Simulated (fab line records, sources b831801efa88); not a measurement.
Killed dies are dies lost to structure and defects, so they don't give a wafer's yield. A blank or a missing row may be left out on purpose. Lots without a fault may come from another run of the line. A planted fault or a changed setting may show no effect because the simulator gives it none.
Problem report in the 8D (eight disciplines) form, filled by code | flow sky130 | the parts of the form that need people (team, actions taken, sign-off) are left out

1. THE PROBLEM
cd_nm at SKY_SONOS_ONO_CD_MEAS_13 reads a mean of 394.6 nm on 6 wafers of 2 lots; wafers without a fault read 408.9 nm with a standard deviation of 2.8. That is -5.1 standard deviations from the usual mean.
The step: target cd 410 nm.
First seen on wafer L439.2, day 19 00:34, on cd_sem-01. The record holds 39 wafers of 13 lots with a number at this step. Rule for "out", or "out of limits": more than 4 standard deviations from the usual mean. The other wafers with a number count as sound.

2. WHAT IT IS AND WHAT IT IS NOT
question                    | is                     | is not
which readings at this step | cd_nm                  | -
which lots                  | L439, L441             | L422, L424, L425, L427, L429, L430, L432, L433, L434, L435, L438
which wafers of those lots  | all that have a number | -
read on which gauges        | cd_sem-01              | cd_sem-02
when                        | from day 19 00:34      | up to then (33 sound wafers)

3. SUSPECTS, AND WHAT RULES EACH OUT
Counting: a tool at a process step up to the reading stays a suspect if it ran every lot that is out and no sound lot after the first of them.
- the gauge at SKY_SONOS_ONO_CD_MEAS_13: kept. All the wafers that are out were read on cd_sem-01, and no step on other tools shows them out.
- litho_track-03 at SKY_SONOS_ONO_DEVELOP_12 (develop time 60 s): kept. It ran every lot that is out, first L439 (day 19 00:25), and no sound lot after that; its last sound lot up to then is L438 (day 18 16:53).
Left after counting: litho_track-03 at SKY_SONOS_ONO_DEVELOP_12, cd_sem-01 at SKY_SONOS_ONO_CD_MEAS_13.

4. THE CAUSE (what the simulator had put in)
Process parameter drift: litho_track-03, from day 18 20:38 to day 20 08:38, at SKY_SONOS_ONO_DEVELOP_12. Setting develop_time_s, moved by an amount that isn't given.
Counting left 2 suspects, and this tool is among them.

5. THE CHAIN OF EFFECTS, in route order
Each row: a reading whose mean over the struck wafers that have a number lies more than 3 standard deviations from the usual. Only readings for which the record gives a usual standard deviation are gone through. hours: the time from each lot's start at the first step in this table that gives one to its start at this step, as a median over the lots. sigmas: the change in usual standard deviations.
hours | step                     | reading | usual    | on struck wafers | change | sigmas
0     | SKY_SONOS_ONO_CD_MEAS_13 | cd_nm   | 408.9 nm | 394.6            | -14.3  | -5.1
Later measuring or inspecting steps at which every struck wafer that the step has a row for has a number for every such reading, and none has moved that far: SKY_LDD_N_OVL_MEAS_07.

6. WHAT WOULD HAVE CAUGHT IT SOONER
In this record the first reading out of limits at a measuring or inspecting step was taken at day 19 00:34, 4 hours after the fault began at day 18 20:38.
Of the lots that are out (2), L441 began SKY_SONOS_ONO_DEVELOP_12 on litho_track-03 after day 19 00:34. A hold on the tool at that time would have spared it.
